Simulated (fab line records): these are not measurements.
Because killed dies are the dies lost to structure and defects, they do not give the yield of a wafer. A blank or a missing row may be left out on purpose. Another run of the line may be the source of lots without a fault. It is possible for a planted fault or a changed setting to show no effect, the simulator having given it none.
Which tool is to blame? || flow gf180mcu || Sampling: 11 lots, 33 wafers, 4 of 602 route steps

## WHAT EACH GAUGE READ, for each wafer
GF_M1_RS_MEAS_05: a four-point-probe measurement.
{"lot": "L857", "measured": "day 17 05:20", "on": "film metro-03", "M1_ALCU_RS (ohm/sq)": "0.0700 0.0705 0.0697"}
{"lot": "L858", "measured": "day 17 23:52", "on": "film metro-04", "M1_ALCU_RS (ohm/sq)": "0.0686 0.0687 0.0691"}
{"lot": "L860", "measured": "day 18 13:52", "on": "film metro-03", "M1_ALCU_RS (ohm/sq)": "0.0697 0.0698 0.0698"}
{"lot": "L861", "measured": "day 18 20:04", "on": "film metro-03", "M1_ALCU_RS (ohm/sq)": "0.0703 0.0696 0.0692"}
{"lot": "L863", "measured": "day 19 22:48", "on": "film metro-02", "M1_ALCU_RS (ohm/sq)": "0.0686 0.0685 0.0689"}
{"lot": "L867", "measured": "day 21 05:49", "on": "film metro-03", "M1_ALCU_RS (ohm/sq)": "0.0695 0.0696 0.0686"}
{"lot": "L869", "measured": "day 21 21:17", "on": "film metro-04", "M1_ALCU_RS (ohm/sq)": "0.0691 0.0441 0.0695"}
{"lot": "L870", "measured": "day 22 03:03", "on": "film metro-03", "M1_ALCU_RS (ohm/sq)": "0.0682 0.0437 0.0685"}
{"lot": "L871", "measured": "day 22 11:41", "on": "film metro-03", "M1_ALCU_RS (ohm/sq)": "0.0691 0.0690 0.0690"}
{"lot": "L872", "measured": "day 22 18:05", "on": "film metro-03", "M1_ALCU_RS (ohm/sq)": "0.0697 0.0696 0.0687"}
{"lot": "L876", "measured": "day 23 21:42", "on": "film metro-02", "M1_ALCU_RS (ohm/sq)": "0.0687 0.0696 0.0690"}

GF_M1_THK_MEAS_06: measures by xrf.
{"lot": "L857", "measured": "day 17 05:27", "on": "film metro-03", "M1_ALCU_THK (nm)": "444 442 445"}
{"lot": "L858", "measured": "day 17 23:57", "on": "film metro-04", "M1_ALCU_THK (nm)": "457 455 454"}
{"lot": "L860", "measured": "day 18 13:58", "on": "film metro-03", "M1_ALCU_THK (nm)": "447 447 446"}
{"lot": "L861", "measured": "day 18 20:10", "on": "film metro-03", "M1_ALCU_THK (nm)": "445 448 453"}
{"lot": "L863", "measured": "day 19 22:55", "on": "film metro-02", "M1_ALCU_THK (nm)": "455 454 449"}
{"lot": "L867", "measured": "day 21 05:55", "on": "film metro-03", "M1_ALCU_THK (nm)": "448 449 455"}
{"lot": "L869", "measured": "day 21 21:25", "on": "film metro-04", "M1_ALCU_THK (nm)": "452 709 452"}
{"lot": "L870", "measured": "day 22 03:10", "on": "film metro-03", "M1_ALCU_THK (nm)": "458 713 456"}
{"lot": "L871", "measured": "day 22 11:48", "on": "film metro-03", "M1_ALCU_THK (nm)": "452 455 454"}
{"lot": "L872", "measured": "day 22 18:11", "on": "film metro-03", "M1_ALCU_THK (nm)": "446 448 454"}
{"lot": "L876", "measured": "day 23 21:48", "on": "film metro-02", "M1_ALCU_THK (nm)": "456 448 452"}

## WHAT TOOL EACH LOT RAN ON (gives the tool, then ch and the chambers of the sampled wafers, and finally the start)
{"lot": "L857", "GF_SALICIDE_SPUTTER_03": "pvd sputter-04, day 16 03:45", "GF_M1_SPUTTER_02": "pvd sputter-04, day 17 05:14"}
{"lot": "L858", "GF_SALICIDE_SPUTTER_03": "pvd sputter-03, day 16 21:53", "GF_M1_SPUTTER_02": "pvd sputter-02, day 17 23:43"}
{"lot": "L860", "GF_SALICIDE_SPUTTER_03": "pvd sputter-04, day 17 11:19", "GF_M1_SPUTTER_02": "pvd sputter-03, day 18 13:45"}
{"lot": "L861", "GF_SALICIDE_SPUTTER_03": "pvd sputter-03, day 17 17:16", "GF_M1_SPUTTER_02": "pvd sputter-02, day 18 19:57"}
{"lot": "L863", "GF_SALICIDE_SPUTTER_03": "pvd sputter-04, day 18 19:21", "GF_M1_SPUTTER_02": "pvd sputter-04, day 19 22:43"}
{"lot": "L867", "GF_SALICIDE_SPUTTER_03": "pvd sputter-03, day 20 02:19", "GF_M1_SPUTTER_02": "pvd sputter-04, day 21 05:42"}
{"lot": "L869", "GF_SALICIDE_SPUTTER_03": "pvd sputter-04, day 20 18:48", "GF_M1_SPUTTER_02": "pvd sputter-04, day 21 21:12"}
{"lot": "L870", "GF_SALICIDE_SPUTTER_03": "pvd sputter-01, day 21 00:35", "GF_M1_SPUTTER_02": "pvd sputter-04, day 22 02:56"}
{"lot": "L871", "GF_SALICIDE_SPUTTER_03": "pvd sputter-04, day 21 10:10", "GF_M1_SPUTTER_02": "pvd sputter-02, day 22 11:35"}
{"lot": "L872", "GF_SALICIDE_SPUTTER_03": "pvd sputter-01, day 21 15:37", "GF_M1_SPUTTER_02": "pvd sputter-03, day 22 17:58"}
{"lot": "L876", "GF_SALICIDE_SPUTTER_03": "pvd sputter-03, day 22 20:51", "GF_M1_SPUTTER_02": "pvd sputter-03, day 23 21:34"}
- GF_SALICIDE_SPUTTER_03: material TiN, target thk 20 nm, time 16.7 s.
- GF_M1_SPUTTER_02: material AlCu, target thk 450 nm, time 23.9 s.

## WHAT THE TOOLS THEMSELVES READ (means of the sampled wafers that have a number; where no wafer has one, the mark that the record gives instead)
GF_SALICIDE_SPUTTER_03.
{"lot": "L857", "tool": "pvd sputter-04", "throttle valve pct (%)": 31.2}
{"lot": "L858", "tool": "pvd sputter-03", "throttle valve pct (%)": 29.8}
{"lot": "L860", "tool": "pvd sputter-04", "throttle valve pct (%)": 31.3}
{"lot": "L861", "tool": "pvd sputter-03", "throttle valve pct (%)": 29.7}
{"lot": "L863", "tool": "pvd sputter-04", "throttle valve pct (%)": 30.8}
{"lot": "L867", "tool": "pvd sputter-03", "throttle valve pct (%)": 29.8}
{"lot": "L869", "tool": "pvd sputter-04", "throttle valve pct (%)": 30.8}
{"lot": "L870", "tool": "pvd sputter-01", "throttle valve pct (%)": 30.5}
{"lot": "L871", "tool": "pvd sputter-04", "throttle valve pct (%)": 31.0}
{"lot": "L872", "tool": "pvd sputter-01", "throttle valve pct (%)": 30.3}
{"lot": "L876", "tool": "pvd sputter-03", "throttle valve pct (%)": 29.8}

GF_M1_SPUTTER_02.
{"lot": "L857", "tool": "pvd sputter-04", "throttle valve pct (%)": 31.3}
{"lot": "L858", "tool": "pvd sputter-02", "throttle valve pct (%)": 29.6}
{"lot": "L860", "tool": "pvd sputter-03", "throttle valve pct (%)": 30.2}
{"lot": "L861", "tool": "pvd sputter-02", "throttle valve pct (%)": 29.9}
{"lot": "L863", "tool": "pvd sputter-04", "throttle valve pct (%)": 30.8}
{"lot": "L867", "tool": "pvd sputter-04", "throttle valve pct (%)": 31.0}
{"lot": "L869", "tool": "pvd sputter-04", "throttle valve pct (%)": 31.2}
{"lot": "L870", "tool": "pvd sputter-04", "throttle valve pct (%)": 31.6}
{"lot": "L871", "tool": "pvd sputter-02", "throttle valve pct (%)": 29.7}
{"lot": "L872", "tool": "pvd sputter-03", "throttle valve pct (%)": 29.7}
{"lot": "L876", "tool": "pvd sputter-03", "throttle valve pct (%)": 29.7}

## THE ANSWER, worked out from the rows above alone
Rule: usual is defined by the lots themselves. The widest of any qualifying gaps counts: lots, ordered by their means at a reading, are off when they make up no more than a third of the lots, leave a main group of 4 or more, and stand apart from it by 3 or more times the standard deviation of that group's means. A main group whose means are all the same, to the digits that the tables above print for the reading, isn't used. A lot without any number at a reading at which 4 lots or more have one is off too. Any other lot the step has rows for is counted as sound. After the gauges, taken in route order, come the tools' own readings; for these a lot's mean is taken, as printed above. At the first step where some lot is off, the reading lying furthest off is the one used; lots without a number count as furthest.
Off: L869, L870, at GF_M1_RS_MEAS_05 (M1_ALCU_RS). Main group: mean 0.0693 ohm/sq, sd 0.00044.
If a tool, at a process step before that reading, ran all the lots that are off and no sound lot after the first of them, it fits. Those tools and the gauges at GF_M1_RS_MEAS_05 are tried in the same way. One fits: pvd sputter-04 at GF_M1_SPUTTER_02. Its last sound lot is L867 (day 21 05:42), its first lot that is off L869 (day 21 21:12): a fault that began between those two fits.

## WHAT HAD BEEN PUT IN BY THE SIMULATOR
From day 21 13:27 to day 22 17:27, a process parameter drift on pvd sputter-04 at GF_M1_SPUTTER_02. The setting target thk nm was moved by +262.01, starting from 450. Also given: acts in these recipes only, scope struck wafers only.
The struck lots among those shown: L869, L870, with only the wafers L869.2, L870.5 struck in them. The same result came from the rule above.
